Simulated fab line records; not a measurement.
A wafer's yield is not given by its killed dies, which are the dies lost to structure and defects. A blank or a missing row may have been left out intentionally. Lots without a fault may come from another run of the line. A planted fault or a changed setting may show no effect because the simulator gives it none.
Problem report, 8D (eight disciplines) form, completed by code	flow sky130	the parts of the form that need people (team, actions taken, sign-off) are left out

1. THE PROBLEM
cd-nm at SKY_LDD_P_CD_MEAS_07 reads a mean of 413.6 nm on 4 wafers of 3 lots; wafers without a fault read 381.1 nm with a standard deviation of 2.5. That is +13 standard deviations from the usual mean.
The step: target cd 380 nm.
Earliest sighting: wafer L876.4 on cd-sem-01 at day 23 20:02. At this step, 43 wafers from 15 lots have a number in the record. Rule for "out", or "out of limits": more than 4 standard deviations from the usual mean. The rest of the wafers with a number are treated as sound.

2. WHAT THIS IS AND IS NOT
question	is	is not
which readings at this step	cd-nm	-
which lots	L876, L877, L878	L864, L865, L866, L867, L868, L870, L871, L882, L883, L885, L886, L887
which wafers of those lots	L876.4, L877.4, L878.3, L878.4	L876.5, L876.6, L877.1
read on which gauges	cd-sem-01, cd-sem-02	-
when	from day 23 20:02	up to then (23 sound wafers); but 16 sound wafers of L877, L882, L883, L885, L886, L887 came after

3. SUSPECTS, AND WHAT RULES EACH OUT
Counting: if a tool at a process step up to the reading ran every lot that is out, it stays a suspect. Sound lots after the first of them don't rule it out here, since some wafers of a struck lot are sound.
- the gauge at SKY_LDD_P_CD_MEAS_07 has been ruled out. Those wafers that are out were read across 2 gauges (cd-sem-01, cd-sem-02).
- litho-track-03 at SKY_LDD_P_DEVELOP_06 (develop time 60 s): kept. It ran every lot that is out, first L876 (day 23 19:55); its last sound lot up to then is L870 (day 21 18:10).
Remaining after the count: litho-track-03 at SKY_LDD_P_DEVELOP_06.

4. THE CAUSE (what the simulator had put in)
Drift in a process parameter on litho-track-03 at SKY_LDD_P_DEVELOP_06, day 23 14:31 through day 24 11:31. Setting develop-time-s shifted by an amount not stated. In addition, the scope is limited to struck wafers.
The count eliminated every tool but this one.

5. SEQUENCE OF EFFECTS, ordered by route
Each row: a reading where the mean over the struck wafers with a number is more than 3 standard deviations away from the usual. Scope: only readings with a usual standard deviation given in the record; hours: median across lots of the time from each lot's start at the first step in this table that gives one to its start at this step; sigmas: change in usual standard deviations.
hours	step	reading	usual	on struck wafers	change	sigmas
0	SKY_LDD_P_CD_MEAS_07	cd-nm	381.1 nm	413.6	+32.5	+13

6. HOW IT WOULD HAVE BEEN CAUGHT EARLIER
Counted from the fault's start at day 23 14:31, it took 6 hours until the first out-of-limits reading at a measuring or inspecting step in this record, taken at day 23 20:02.
Of the lots that are out (3), L877, L878 began SKY_LDD_P_DEVELOP_06 on litho-track-03 after day 23 20:02. A hold on the tool at that time would have spared those 2.
